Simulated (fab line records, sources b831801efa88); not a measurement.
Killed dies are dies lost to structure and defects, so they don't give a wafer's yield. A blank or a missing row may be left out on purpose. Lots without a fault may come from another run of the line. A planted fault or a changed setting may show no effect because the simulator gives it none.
One fault seen from 2 desks | flow sky130 | each desk has only its own numbers; what lay behind them comes last

THE METROLOGY DESK
What the gauges read, lot by lot, whatever tool the lot ran on: means of the sampled wafers that have a number. A lot is out of limits, marked OUT, if its mean lies more than 4 standard deviations from the usual mean; the brackets give that distance.
Columns: A = LDD_LDN_OVL at SKY_LDD_LDN_OVL_MEAS_07, usual 0.4 nm; B = SPACER_CVD_00_THK at SKY_SPACER_THK_MEAS_01, usual 43.0 nm; C = SD_N_TW at SKY_SD_N_TW_MEAS_12, usual 4019; D = SD_N_RS at SKY_SD_N_RS_MEAS_16, usual 68.46 ohm/sq
lot  | first seen here | A    | B    | C               | D
L430 | day 23 14:16    | 3.2  | 42.1 | 3956            | 68.28
L431 | day 24 17:23    | 0.4  | 43.2 | 4035            | 68.34
L434 | day 25 02:53    | 2.2  | 43.4 | 4031            | 68.52
L435 | day 27 22:41    | -1.0 | 43.1 | 4009            | 68.58
L442 | day 27 23:26    | 0.0  | 43.2 | 4003            | 68.69
L438 | day 28 00:07    | -0.1 | 42.7 | 3817 (-6.3) OUT | 76.46 (+62) OUT
L445 | day 28 10:31    | 1.2  | 43.0 | 3809 (-6.6) OUT | 76.49 (+62) OUT
L447 | day 29 09:42    | 1.3  | 43.2 | 4022            | 68.38
L449 | day 29 15:46    | -1.2 | 43.0 | 4028            | 68.46
L452 | day 30 16:26    | 1.5  | 42.7 | 3965            | 68.63
This desk's finding: out of limits on L438, L445; first on L438, day 32 20:57 (SD_N_TW at SKY_SD_N_TW_MEAS_12). In limits: L430, L431, L434, L435, L442, L447, L449, L452.

THE TOOL OWNER'S DESK: implanter-02
The tool's own readings at SKY_SD_N_IMPLANT_09: means of the sampled wafers that have a number, for each lot that ran on this tool. A lot is out of limits, marked OUT, if its mean lies more than 4 standard deviations from the usual mean; the brackets give that distance.
Columns: A = beam_energy_keV at SKY_SD_N_IMPLANT_09, usual 50.003
lot  | first seen here | A
L442 | day 32 16:38    | 50.013
L435 | day 32 17:37    | 50.006
L438 | day 32 20:30    | 39.910 (-99 or more) OUT
L445 | day 33 02:21    | 39.909 (-99 or more) OUT
This desk's finding: out of limits on L438, L445; first on L438, day 32 20:30 (beam_energy_keV at SKY_SD_N_IMPLANT_09). In limits: L442, L435.

PUT TOGETHER
The tool owner's desk could have raised an alarm at day 32 20:30, on L438, L445.
The metrology desk could have raised an alarm at day 32 20:57, on L438, L445.
Of the lots named, all ran SKY_SD_N_IMPLANT_09 on implanter-02.

WHAT THE SIMULATOR HAD PUT IN
Process parameter drift: implanter-02, from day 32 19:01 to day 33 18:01, at SKY_SD_N_IMPLANT_09. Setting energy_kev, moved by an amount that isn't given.
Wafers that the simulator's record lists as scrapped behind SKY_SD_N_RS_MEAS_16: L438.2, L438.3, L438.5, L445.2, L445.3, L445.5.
Lots struck among those shown: L438, L445.
Hours from the fault's start to each desk's first reading out of limits: the tool owner's desk, 1; the metrology desk, 2.
